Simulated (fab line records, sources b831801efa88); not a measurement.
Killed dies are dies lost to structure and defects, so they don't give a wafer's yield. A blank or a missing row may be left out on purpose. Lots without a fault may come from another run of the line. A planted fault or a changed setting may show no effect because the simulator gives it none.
Which tool did it? | flow sky130 | 11 lots, 33 wafers sampled, at 6 steps of a route of 708

WHAT THE GAUGES READ, wafer by wafer
SKY_NWELL_TW_MEAS_15. Usual: NWELL_TW 1799, standard deviation 15.
lot  | measured     | on            | NWELL_TW       | flag
L189 | day 4 16:05  | film_metro-01 | 1811 1814 1819 |
L192 | day 5 11:04  | film_metro-02 | 1808 1800 1803 |
L194 | day 5 20:49  | film_metro-02 | 1803 1793 1801 |
L195 | day 5 23:49  | film_metro-04 | 1808 1816 1807 |
L196 | day 6 10:34  | film_metro-01 | 1794 1787 1803 |
L197 | day 6 12:59  | film_metro-02 | 1794 1794 1784 |
L198 | day 6 17:37  | film_metro-01 | 1787 1792 1787 |
L201 | day 7 14:10  | film_metro-01 | 1802 1794 1787 |
L210 | day 9 17:28  | film_metro-01 | 1799 1791 1795 |
L211 | day 10 01:22 | film_metro-02 | 1797 1790 1789 |
L212 | day 10 09:17 | film_metro-02 | 1798 1799 1798 |

SKY_SONOS_TUNNEL_OVL_MEAS_08. Usual: SONOS_TUNNEL_OVL -1.0 nm, standard deviation 1.4.
lot  | measured     | on         | SONOS_TUNNEL_OVL (nm) | flag
L189 | day 11 13:56 | overlay-01 | -3.2 -2.4 -1.0        |
L192 | day 12 16:08 | overlay-01 | -0.5 -0.8 -1.8        |
L194 | day 13 05:41 | overlay-01 | -0.2 -0.5 0.8         |
L195 | day 13 08:57 | overlay-02 | -0.9 -1.2 1.9         |
L196 | day 14 00:20 | overlay-02 | -0.7 0.8 0.0          |
L197 | day 14 08:17 | overlay-02 | 0.5 0.7 -1.2          |
L198 | day 14 08:43 | overlay-01 | -2.4 0.6 0.2          |
L201 | day 15 12:20 | overlay-01 | -1.5 -2.4 -0.7        |
L210 | day 18 07:43 | overlay-01 | 0.7 2.3 -1.0          |
L211 | day 18 18:59 | overlay-01 | -0.3 -0.8 0.0         |
L212 | day 19 04:26 | overlay-01 | -2.8 -2.7 -3.9        |

SKY_POLY_GATE_THK_MEAS_01. Usual: POLY_GATE_CVD_00_THK 180.3 nm, standard deviation 1.3.
lot  | measured     | on            | POLY_GATE_CVD_00_THK (nm) | flag
L189 | day 14 04:37 | film_metro-03 | 179.4 180.2 181.2         |
L192 | day 15 13:34 | film_metro-02 | 181.2 181.4 183.1         |
L194 | day 16 02:47 | film_metro-03 | 178.8 179.7 177.6         |
L195 | day 16 02:49 | film_metro-04 | 179.8 179.6 178.5         |
L196 | day 17 07:41 | film_metro-02 | 181.0 180.8 179.9         |
L197 | day 17 15:23 | film_metro-04 | 180.0 178.7 178.9         |
L198 | day 17 15:23 | film_metro-02 | 181.8 180.3 181.2         |
L201 | day 18 22:00 | film_metro-03 | 134.1 133.5 132.1         | OFF
L210 | day 21 11:22 | film_metro-02 | 180.4 180.0 180.1         |
L211 | day 21 23:59 | film_metro-04 | 178.8 180.9 180.2         |
L212 | day 22 04:31 | film_metro-02 | 182.3 182.3 182.4         |

SKY_LDD_P_CD_MEAS_07: target cd 380 nm. Usual: cd_nm 379.9 nm, standard deviation 2.1.
lot  | measured     | on        | cd_nm (nm)        | flag
L189 | day 19 07:52 | cd_sem-01 | 378.7 378.5 377.1 |
L192 | day 20 21:26 | cd_sem-02 | 379.0 378.3 380.4 |
L194 | day 21 05:20 | cd_sem-02 | 378.8 380.5 380.7 |
L195 | day 21 07:13 | cd_sem-02 | 382.0 378.5 379.7 |
L196 | day 22 15:59 | cd_sem-02 | 379.7 380.2 380.1 |
L197 | day 23 02:01 | cd_sem-02 | 379.4 382.6 380.6 |
L198 | day 23 01:53 | cd_sem-01 | 377.7 375.6 376.7 |
L201 | day 24 06:02 | cd_sem-02 | 382.2 380.5 379.3 |
L210 | day 26 17:29 | cd_sem-02 | 377.5 380.3 376.0 |
L211 | day 27 05:17 | cd_sem-01 | 380.8 380.5 380.5 |
L212 | day 27 09:02 | cd_sem-02 | 377.9 380.1 376.8 |

WHICH TOOL RAN EACH LOT (tool, then ch and the chambers of the sampled wafers, then the start)
lot  | SKY_POLY_GATE_CVD_00        | SKY_POLY_GATE_ETCH_17
L189 | lpcvd-01 ch 0, day 14 03:25 | rie_si-01 ch 1,2,3, day 16 13:42
L192 | lpcvd-01 ch 1, day 15 12:22 | rie_si-02 ch 0,1,3, day 17 23:15
L194 | lpcvd-01 ch 1, day 16 00:59 | rie_si-01 ch 0,3, day 18 11:29
L195 | lpcvd-01 ch 0, day 16 00:59 | rie_si-01 ch 0,1, day 18 14:14
L196 | lpcvd-01 ch 1, day 17 06:28 | rie_si-01 ch 1,2, day 19 23:03
L197 | lpcvd-01 ch 0, day 17 14:11 | rie_si-01 ch 0,1,2, day 20 08:06
L198 | lpcvd-01 ch 0, day 17 14:11 | rie_si-02 ch 1,2, day 20 07:53
L201 | lpcvd-01 ch 0, day 18 20:48 | rie_si-01 ch 1,2, day 21 14:18
L210 | lpcvd-01 ch 1, day 21 10:10 | rie_si-02 ch 0,2,3, day 24 02:48
L211 | lpcvd-01 ch 0, day 21 22:46 | rie_si-01 ch 0,3, day 24 15:26
L212 | lpcvd-01 ch 1, day 22 03:19 | rie_si-02 ch 0,1, day 24 19:26
- SKY_POLY_GATE_CVD_00: deposits poly-Si, target thk 180 nm, time 720 s.
- SKY_POLY_GATE_ETCH_17: etches poly-Si in HBr/Cl2, stops on SiO2, target depth 180 nm, time 70.5 s.

WHAT THE TOOLS THEMSELVES READ (means of the sampled wafers that have a number; where no wafer has one, the mark that the record gives instead)
SKY_POLY_GATE_CVD_00. Usual: susceptor_temp_C 620.00 C, standard deviation 0.29; zone_power_centre_pct 10.45 %, standard deviation 0.22; zone_power_upper_pct 8.6 %, standard deviation 0.32.
lot  | tool     | susceptor_temp_C (C) | zone_power_centre_pct (%) | zone_power_upper_pct (%) | flag
L189 | lpcvd-01 | 619.69               | 10.29                     | 8.3                      |
L192 | lpcvd-01 | 619.84               | 10.63                     | 8.9                      |
L194 | lpcvd-01 | 620.02               | 10.61                     | 8.9                      |
L195 | lpcvd-01 | 620.13               | 10.27                     | 8.3                      |
L196 | lpcvd-01 | 620.09               | 10.78                     | 8.9                      |
L197 | lpcvd-01 | 619.95               | 10.30                     | 8.3                      |
L198 | lpcvd-01 | 620.15               | 10.25                     | 8.3                      |
L201 | lpcvd-01 | 620.13               | 10.27                     | 8.2                      |
L210 | lpcvd-01 | 619.94               | 10.66                     | 8.9                      |
L211 | lpcvd-01 | 619.96               | 10.28                     | 8.3                      |
L212 | lpcvd-01 | 620.11               | 10.55                     | 8.8                      |

SKY_POLY_GATE_ETCH_17. Usual: drypump_motor_current_A 5.6 A, standard deviation 0.58; oes_product_au 0.989 a.u., standard deviation 0.0067; throttle_valve_pct 33.684 %, standard deviation 0.009.
lot  | tool      | drypump_motor_current_A (A) | oes_product_au (a.u.) | throttle_valve_pct (%) | flag
L189 | rie_si-01 | 5.9                         | 0.991                 | 33.686                 |
L192 | rie_si-02 | 5.4                         | 0.995                 | 33.692                 |
L194 | rie_si-01 | 5.8                         | 0.981                 | 33.683                 |
L195 | rie_si-01 | 5.9                         | 0.989                 | 33.682                 |
L196 | rie_si-01 | 5.7                         | 0.992                 | 33.681                 |
L197 | rie_si-01 | 5.8                         | 0.989                 | 33.691                 |
L198 | rie_si-02 | 5.1                         | 0.993                 | 33.694                 |
L201 | rie_si-01 | 5.9                         | 0.805                 | 33.675                 | OFF
L210 | rie_si-02 | 5.6                         | 0.990                 | 33.689                 |
L211 | rie_si-01 | 5.8                         | 0.986                 | 33.680                 |
L212 | rie_si-02 | 4.9                         | 0.999                 | 33.681                 |

THE ANSWER, worked out from the rows above alone
Rule: a lot is off if the mean of its wafers that have a number lies more than 3 standard deviations from the usual mean. A lot without any number at a reading at which 4 lots or more have one is off too. The other lots that the step has rows for count as sound. The gauges are gone through in route order, then the tools' own readings, and for those a lot's mean is taken as printed above. The first step at which some lot is off is used, and at that step the reading that is off furthest; a lot without a number counts as furthest.
Off: L201, at SKY_POLY_GATE_THK_MEAS_01 (POLY_GATE_CVD_00_THK).
A tool fits if, at a process step before that reading, it ran every lot that is off, and no sound lot after the first of them. The gauges at SKY_POLY_GATE_THK_MEAS_01 aren't tried: what is off there is off at SKY_POLY_GATE_ETCH_17 too, on other tools, and a gauge's error can't cause that. None of those tried fits.

WHAT THE SIMULATOR HAD PUT IN
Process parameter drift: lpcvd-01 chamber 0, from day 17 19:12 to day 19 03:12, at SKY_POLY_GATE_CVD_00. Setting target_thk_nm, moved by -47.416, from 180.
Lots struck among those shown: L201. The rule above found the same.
